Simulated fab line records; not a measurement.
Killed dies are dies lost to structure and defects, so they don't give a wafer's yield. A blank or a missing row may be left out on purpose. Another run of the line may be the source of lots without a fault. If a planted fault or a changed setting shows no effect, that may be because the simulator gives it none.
Which tool was responsible?	flow gf180mcu	12 lots, 36 wafers sampled, at 4 steps of a route of 602

== WHAT EACH GAUGE READ, for each wafer ==
GF_HV_LDD_THK_MEAS_55. Usual: HV_LDD_CVD_54_THK 10.03 nm, standard deviation 0.14.
lot	measured	on	HV_LDD_CVD_54_THK (nm)	flag
L974	day 12 10:46	film metro-04	10.24 10.33 10.25	
L975	day 12 19:13	film metro-03	10.17 10.27 10.06	
L976	day 13 03:23	film metro-02	9.96 9.87 10.03	
L979	day 13 22:01	film metro-02	9.90 10.01 10.09	
L984	day 15 16:47	film metro-02	9.99 10.00 9.92	
L985	day 16 06:37	film metro-04	7.24 7.19 7.35	OFF
L987	day 17 05:32	film metro-02	10.29 10.37 10.20	
L988	day 17 07:10	film metro-03	10.16 10.08 10.14	
L994	day 19 04:59	film metro-03	10.19 10.11 10.17	
L995	day 19 14:36	film metro-03	9.87 9.86 9.75	
L996	day 19 22:53	film metro-04	9.80 9.96 9.81	
L997	day 20 09:38	film metro-02	10.13 10.01 10.13	

GF_PSD_CD_MEAS_07 targets a cd of 400 nm. Usual: 399.5 nm for cd nm, sd 1.9.
lot	measured	on	cd nm (nm)	flag
L974	day 14 04:43	cd sem-01	400.7 398.7 397.6	
L975	day 14 14:36	cd sem-02	398.9 398.3 397.5	
L976	day 14 22:09	cd sem-02	397.4 397.0 398.4	
L979	day 15 17:19	cd sem-02	400.0 403.0 401.7	
L984	day 17 15:44	cd sem-01	397.3 398.8 394.8	
L985	day 18 06:52	cd sem-02	400.9 398.0 398.1	
L987	day 19 07:15	cd sem-02	397.4 400.8 398.3	
L988	day 19 08:36	cd sem-02	401.0 400.4 402.6	
L994	day 21 07:12	cd sem-02	402.5 401.7 402.0	
L995	day 21 16:32	cd sem-01	399.7 398.6 400.8	
L996	day 21 23:59	cd sem-01	398.4 396.1 397.4	
L997	day 22 10:43	cd sem-02	399.9 397.8 399.4	

GF_SAB_OVL_MEAS_10. Usual: SAB_OVL 0.8 nm, standard deviation 1.5.
lot	measured	on	SAB_OVL (nm)	flag
L974	day 15 02:22	overlay-02	1.4 1.0 2.1	
L975	day 15 12:28	overlay-02	-0.3 0.2 -0.7	
L976	day 15 20:27	overlay-02	-1.5 0.2 0.6	
L979	day 16 16:20	overlay-01	-2.2 -1.2 -1.9	
L984	day 18 16:09	overlay-01	2.3 1.8 1.3	
L985	day 19 08:02	overlay-01	0.6 0.4 1.3	
L987	day 20 07:54	overlay-02	-0.6 -2.0 0.5	
L988	day 20 08:58	overlay-01	-1.2 -0.6 -0.2	
L994	day 22 07:43	overlay-01	1.8 2.7 3.2	
L995	day 22 16:30	overlay-01	1.5 2.1 -1.0	
L996	day 23 01:37	overlay-01	1.2 2.4 0.5	
L997	day 23 10:14	overlay-01	0.7 1.0 1.3	

== EACH LOT AND THE TOOL THAT RAN IT (in order: tool; ch and the chambers of the sampled wafers; start) ==
lot	GF_HV_LDD_CVD_54
L974	lpcvd-02 ch 1, day 12 09:44
L975	lpcvd-02 ch 0, day 12 18:11
L976	lpcvd-02 ch 0, day 13 01:51
L979	lpcvd-02 ch 0, day 13 20:59
L984	lpcvd-01 ch 1, day 15 15:46
L985	lpcvd-02 ch 1, day 16 04:18
L987	lpcvd-01 ch 0, day 17 04:31
L988	lpcvd-01 ch 0, day 17 06:08
L994	lpcvd-01 ch 1, day 19 03:58
L995	lpcvd-02 ch 1, day 19 13:35
L996	lpcvd-02 ch 1, day 19 21:21
L997	lpcvd-01 ch 1, day 20 08:36
- GF_HV_LDD_CVD_54: deposits SiO2 from TEOS, target thk 10 nm, time 75 s.

== WHAT THE TOOLS THEMSELVES READ (means of the sampled wafers that have a number; where no wafer has one, the mark that the record gives instead) ==
GF_HV_LDD_CVD_54. Usual: pressure mtorr 400.0 mTorr, standard deviation 0.87; spike tc centre C 679.0 C, standard deviation 1; susceptor temp C 679.96 C, standard deviation 0.28; zone power centre pct 10.9 %, standard deviation 1.3.
lot	tool	pressure mtorr (mTorr)	spike tc centre C (C)	susceptor temp C (C)	zone power centre pct (%)	flag
L974	lpcvd-02	399.4	678.9	680.06	9.9	
L975	lpcvd-02	400.6	679.9	680.00	12.3	
L976	lpcvd-02	399.2	678.7	679.89	12.4	
L979	lpcvd-02	400.9	679.8	680.21	12.3	
L984	lpcvd-01	399.5	678.6	679.92	9.2	
L985	lpcvd-02	400.4	678.3	679.90	9.9	
L987	lpcvd-01	399.6	678.5	679.78	12.7	
L988	lpcvd-01	400.5	680.0	679.81	12.6	
L994	lpcvd-01	399.5	679.4	679.98	9.2	
L995	lpcvd-02	400.5	678.7	679.93	9.9	
L996	lpcvd-02	399.1	679.6	679.78	9.9	
L997	lpcvd-01	400.0	679.1	680.11	9.3	

== THE ANSWER, worked out from the rows above alone ==
Rule: a lot counts as off when the mean over its wafers that have a number is more than 3 standard deviations away from the usual mean. A lot without any number at a reading at which 4 lots or more have one is off too. Any other lot the step has rows for is counted as sound. After the gauges, taken in route order, come the tools' own readings; for these a lot's mean is taken, as printed above. At the first step where some lot is off, the reading lying furthest off is the one used; lots without a number count as furthest.
Off: L985, at GF_HV_LDD_THK_MEAS_55 (HV_LDD_CVD_54_THK).
If a tool, at a process step before that reading, ran all the lots that are off and no sound lot after the first of them, it fits. The gauges at GF_HV_LDD_THK_MEAS_55 are tried like those tools. None of those tried fits.

== WHAT WAS PUT IN BY THE SIMULATOR ==
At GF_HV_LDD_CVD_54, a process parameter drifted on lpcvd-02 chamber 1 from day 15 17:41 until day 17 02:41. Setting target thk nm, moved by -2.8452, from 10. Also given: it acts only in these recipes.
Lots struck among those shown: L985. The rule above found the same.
